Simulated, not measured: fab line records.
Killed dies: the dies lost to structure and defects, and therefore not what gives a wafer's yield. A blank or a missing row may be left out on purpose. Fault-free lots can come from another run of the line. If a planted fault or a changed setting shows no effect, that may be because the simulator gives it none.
Struck lot and sound lot, side by side -- flow sky130 -- 14 steps out of a route of 708
Sound: wafers L860.1, L860.4, L860.5. Struck: wafers L868.1, L868.4, L868.6. The cause is given at the end.
Order at every step that has rows: each side's tool, ch and its chambers, its first start. Under that, the readings that differ: sound wafers -- struck wafers -- difference of the means -- sigmas: that difference in standard deviations of wafers without a fault.
alike: words and numbers the same on both sides, and readings whose means are apart by under 2 such deviations; not compared: readings that were withheld, readings missing a value for some wafer, numbers with overlapping values and no deviation given by the record, and bounds like >300 which may hide the same value.
A row with sigmas, a row that says differs or no value, or rows on one side alone: a step with any of these is where the two part. Numbers that have no deviation but don't overlap get no sigmas and don't part them. A reading that every wafer of one side lacks parts them only if that side has two wafers or more.

first, 2 steps without rows for these wafers: SKY_NWELL_PEB_08; SKY_NWELL_DEVELOP_09 (develop time 60 s).
SKY_NWELL_OVL_MEAS_10:
  sound on overlay-01 at day 4 15:34; struck on overlay-01 at day 6 13:11
  alike: NWELL_00_OVL
then, 3 steps without rows for these wafers: SKY_NWELL_IMPLANT_11; SKY_NWELL_IMPLANT_12; SKY_NWELL_IMPLANT_13.
SKY_NWELL_STRIP_14: strips in O2/N2.
  sound on plasmaAsher-02 ch 0, day 4 16:02; struck on plasmaAsher-02 ch 0,1, day 6 13:40
  alike: drypumpMotorCurrentA, oesProductAu, stripTimeToEndpointS
  not compared: rfHoursCounterH
SKY_NWELL_TW_MEAS_15:
  sound on filmMetro-03 at day 4 16:08; struck on filmMetro-03 at day 6 13:46
  alike: NWELL_TW
then, 4 steps without rows for these wafers: SKY_NWELL_DEHYDRATE_16 (time 60 s); SKY_NWELL_HMDS_17 (prime time 60 s); SKY_NWELL_COAT_18 (resist thk 3000 nm); SKY_NWELL_SOFTBAKE_19.
SKY_NWELL_EXPOSE_20: exposes mask NWM COMPLEMENT, target cd 840 nm.
  sound on ilineStepper-01 ch 0, day 5 00:50; struck on ilineStepper-02, day 6 23:40
  no value came back on the struck wafers for exposureDoseMJCm2, focusOffsetNm (nm); on the sound wafers exposureDoseMJCm2 reads 260.01 259.94 259.64
reading,sound,struck,difference,sigmas
model.NWELL.overlayYNm (nm),0.7783 0.7783 0.7783,0.5513 0.5513 0.5513,-0.2270,
  alike: mask
next, for these wafers, 1 step has no rows: SKY_NWELL_PEB_21.

WHERE THEY PART
Within this record, at SKY_NWELL_EXPOSE_20 only.

WHY: the cause the simulator had injected
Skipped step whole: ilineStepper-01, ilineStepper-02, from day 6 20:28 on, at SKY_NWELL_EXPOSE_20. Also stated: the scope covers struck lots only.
